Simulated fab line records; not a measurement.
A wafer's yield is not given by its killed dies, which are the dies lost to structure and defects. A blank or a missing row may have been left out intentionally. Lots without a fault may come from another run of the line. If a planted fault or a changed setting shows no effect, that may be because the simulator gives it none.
Which tool is to blame? ; flow gf180mcu ; 24 lots, 72 wafers sampled, at 4 steps of a route of 602

== WHAT THE GAUGES READ, wafer by wafer ==
GF_HV_LDD_OVL_MEAS_08. Usual: for HV_LDD_OVL the level is -0.9 nm and the standard deviation is 1.4.
lot;measured;on;HV_LDD_OVL (nm);flag
L074;day 10 00:25;overlay-02;-1.9 -2.1 -1.8;
L075;day 10 08:19;overlay-02;0.0 -1.6 -1.6;
L076;day 10 14:46;overlay-02;-2.4 -0.6 -1.2;
L077;day 10 22:34;overlay-01;-2.6 -2.2 -2.8;
L078;day 11 03:59;overlay-02;0.7 -0.2 -0.9;
L079;day 11 13:56;overlay-02;1.3 -0.2 -2.2;
L080;day 11 21:47;overlay-02;1.5 1.5 1.7;
L081;day 12 04:19;overlay-02;0.9 -0.5 -0.2;
L082;day 12 15:46;overlay-01;-2.1 -2.3 -1.3;
L083;day 13 00:29;overlay-02;-3.8 -1.1 -3.7;
L084;day 13 07:01;overlay-01;0.5 0.9 0.7;
L085;day 13 09:20;overlay-01;0.1 0.6 -1.7;
L086;day 13 19:49;overlay-01;-0.7 -0.4 -1.0;
L087;day 14 01:46;overlay-02;-1.1 -1.2 0.1;
L088;day 14 02:04;overlay-01;-1.9 -2.9 -3.4;
L089;day 14 22:50;overlay-01;-3.0 -0.3 -2.7;
L090;day 15 05:16;overlay-01;0.7 -0.4 0.4;
L091;day 15 11:31;overlay-02;-2.1 -2.0 -2.0;
L092;day 15 15:38;overlay-01;1.5 1.2 -0.1;
L093;day 16 00:20;overlay-02;-1.1 -1.3 -2.0;
L094;day 16 08:52;overlay-02;0.0 -0.8 2.0;
L095;day 16 16:05;overlay-02;-3.1 -2.0 -2.8;
L096;day 16 22:01;overlay-01;0.4 -0.2 -0.5;
L097;day 17 02:10;overlay-02;0.2 -1.2 0.7;

GF_M4_CD_MEAS_14: the cd target is 280 nm. Usual: cd-nm at 279.6 nm, with a standard deviation of 1.1.
lot;measured;on;cd-nm (nm);flag
L074;day 23 05:53;cd-sem-02;279.4 278.4 279.9;
L075;day 23 15:38;cd-sem-02;279.5 278.1 278.9;
L076;day 24 01:12;cd-sem-02;279.7 281.8 279.8;
L077;day 24 11:08;cd-sem-02;279.9 280.2 279.6;
L078;day 24 14:55;cd-sem-01;280.4 279.9 280.6;
L079;day 25 03:32;cd-sem-02;278.2 279.3 277.7;
L080;day 25 13:37;cd-sem-01;279.1 279.6 278.9;
L081;day 25 21:41;cd-sem-01;279.7 278.5 278.0;
L082;day 26 06:27;cd-sem-01;278.0 278.8 278.2;
L083;day 26 19:59;cd-sem-02;279.3 279.0 279.1;
L084;day 27 01:31;cd-sem-02;280.3 280.6 280.7;
L085;day 27 04:24;cd-sem-01;280.8 280.6 280.5;
L086;day 27 11:33;cd-sem-01;279.4 279.3 279.9;
L087;day 27 19:01;cd-sem-01;279.9 280.0 279.9;
L088;day 27 21:01;cd-sem-02;280.2 280.3 278.8;
L089;day 28 12:30;cd-sem-01;277.5 278.5 277.7;
L090;day 28 22:15;cd-sem-02;279.6 280.4 279.1;
L091;day 29 01:54;cd-sem-02;279.4 278.9 279.3;
L092;day 29 07:45;cd-sem-01;278.7 278.6 278.8;
L093;day 29 13:19;cd-sem-01;280.9 280.8 280.6;
L094;day 29 20:23;cd-sem-02;279.5 279.6 280.1;
L095;day 30 03:24;cd-sem-01;280.9 280.8 280.5;
L096;day 30 07:34;cd-sem-01;280.3 279.9 279.4;
L097;day 30 09:49;cd-sem-02;281.5 282.4 281.8;

== EACH LOT AND THE TOOL THAT RAN IT (in order: tool; ch and the chambers of the sampled wafers; start) ==
lot;GF_CONTACT_CVD_24;GF_M4_SPUTTER_04
L074;cvd-w-01 ch 1, day 16 00:08;pvd-sputter-02, day 22 07:08
L075;cvd-w-02 ch 0,1, day 16 09:53;pvd-sputter-01, day 22 16:49
L076;cvd-w-02 ch 0,1, day 16 19:25;pvd-sputter-01, day 23 02:49
L077;cvd-w-02 ch 0,1, day 17 05:17;pvd-sputter-04, day 23 13:11
L078;cvd-w-01 ch 0, day 17 09:23;pvd-sputter-04, day 23 16:58
L079;cvd-w-01 ch 0,1, day 17 23:44;pvd-sputter-04, day 24 06:28
L080;cvd-w-01 ch 0,1, day 18 09:55;pvd-sputter-02, day 24 15:56
L081;cvd-w-02 ch 0,1, day 18 19:53;pvd-sputter-02, day 25 01:09
L082;cvd-w-02 ch 0,1, day 19 05:58;pvd-sputter-02, day 25 10:08
L083;cvd-w-02 ch 0,1, day 19 17:30;pvd-sputter-01, day 25 23:04
L084;cvd-w-02 ch 0,1, day 20 02:23;pvd-sputter-01, day 26 04:59
L085;cvd-w-02 ch 0,1, day 20 04:55;pvd-sputter-04, day 26 08:26
L086;cvd-w-01 ch 0,1, day 20 14:50;pvd-sputter-02, day 26 15:38
L087;cvd-w-01 ch 0,1, day 20 22:18;pvd-sputter-02, day 26 22:40
L088;cvd-w-02 ch 0,1, day 21 02:08;pvd-sputter-01, day 27 01:17
L089;cvd-w-01 ch 0,1, day 21 22:30;pvd-sputter-04, day 27 16:40
L090;cvd-w-01 ch 0,1, day 22 07:58;pvd-sputter-01, day 28 03:43
L091;cvd-w-01 ch 0,1, day 22 13:46;pvd-sputter-02, day 28 06:44
L092;cvd-w-01 ch 0, day 22 20:19;pvd-sputter-04, day 28 13:12
L093;cvd-w-01 ch 0,1, day 23 01:34;pvd-sputter-04, day 28 18:19
L094;cvd-w-02 ch 0,1, day 23 10:58;pvd-sputter-04, day 29 02:02
L095;cvd-w-01 ch 0,1, day 23 20:10;pvd-sputter-04, day 29 09:25
L096;cvd-w-01 ch 0,1, day 24 00:56;pvd-sputter-02, day 29 12:46
L097;cvd-w-02 ch 0,1, day 24 04:15;pvd-sputter-02, day 29 15:22
- GF_CONTACT_CVD_24: deposits W, target thk 300 nm, time 90.339 s.
- GF_M4_SPUTTER_04: material TiN, target thk 50 nm, time 41.7 s.

== AS READ BY THE TOOLS THEMSELVES (means over the sampled wafers that have a number; for cases with no such wafer, the mark the record gives instead) ==
GF_CONTACT_CVD_24. Usual: heater-power-w at 790 W, with a standard deviation of 93.
lot;tool;heater-power-w (W);flag
L074;cvd-w-01;744;
L075;cvd-w-02;753;
L076;cvd-w-02;746;
L077;cvd-w-02;759;
L078;cvd-w-01;906;
L079;cvd-w-01;861;
L080;cvd-w-01;862;
L081;cvd-w-02;704;
L082;cvd-w-02;704;
L083;cvd-w-02;706;
L084;cvd-w-02;704;
L085;cvd-w-02;743;
L086;cvd-w-01;862;
L087;cvd-w-01;853;
L088;cvd-w-02;745;
L089;cvd-w-01;816;
L090;cvd-w-01;812;
L091;cvd-w-01;866;
L092;cvd-w-01;927;
L093;cvd-w-01;815;
L094;cvd-w-02;759;
L095;cvd-w-01;798;
L096;cvd-w-01;811;
L097;cvd-w-02;758;

GF_M4_SPUTTER_04. Usual: throttle-valve-pct at 29.6 %, with a standard deviation of 1.
lot;tool;throttle-valve-pct (%);flag
L074;pvd-sputter-02;30.0;
L075;pvd-sputter-01;30.5;
L076;pvd-sputter-01;29.1;
L077;pvd-sputter-04;29.1;
L078;pvd-sputter-04;30.4;
L079;pvd-sputter-04;29.9;
L080;pvd-sputter-02;29.8;
L081;pvd-sputter-02;29.3;
L082;pvd-sputter-02;29.1;
L083;pvd-sputter-01;29.6;
L084;pvd-sputter-01;29.6;
L085;pvd-sputter-04;30.0;
L086;pvd-sputter-02;29.3;
L087;pvd-sputter-02;30.0;
L088;pvd-sputter-01;29.7;
L089;pvd-sputter-04;30.0;
L090;pvd-sputter-01;30.6;
L091;pvd-sputter-02;29.2;
L092;pvd-sputter-04;29.2;
L093;pvd-sputter-04;29.4;
L094;pvd-sputter-04;29.7;
L095;pvd-sputter-04;29.6;
L096;pvd-sputter-02;30.0;
L097;pvd-sputter-02;29.9;

== THE ANSWER, worked out from the rows above alone ==
Rule: take the mean of a lot's wafers that have a number; if it is more than 3 standard deviations from the usual mean, the lot is off. Also off: a lot with no number at a reading for which 4 or more lots have one. Where the step has rows for the other lots, those lots are counted as sound. First the gauges in route order, then the tools' own readings, where a lot's mean is used as printed above. The first step at which some lot is off is used, and at that step the reading that is off furthest; a lot without a number counts as furthest.
No lot is off at any reading shown: from this, nothing can be told.

== WHAT THE SIMULATOR HAD INSERTED ==
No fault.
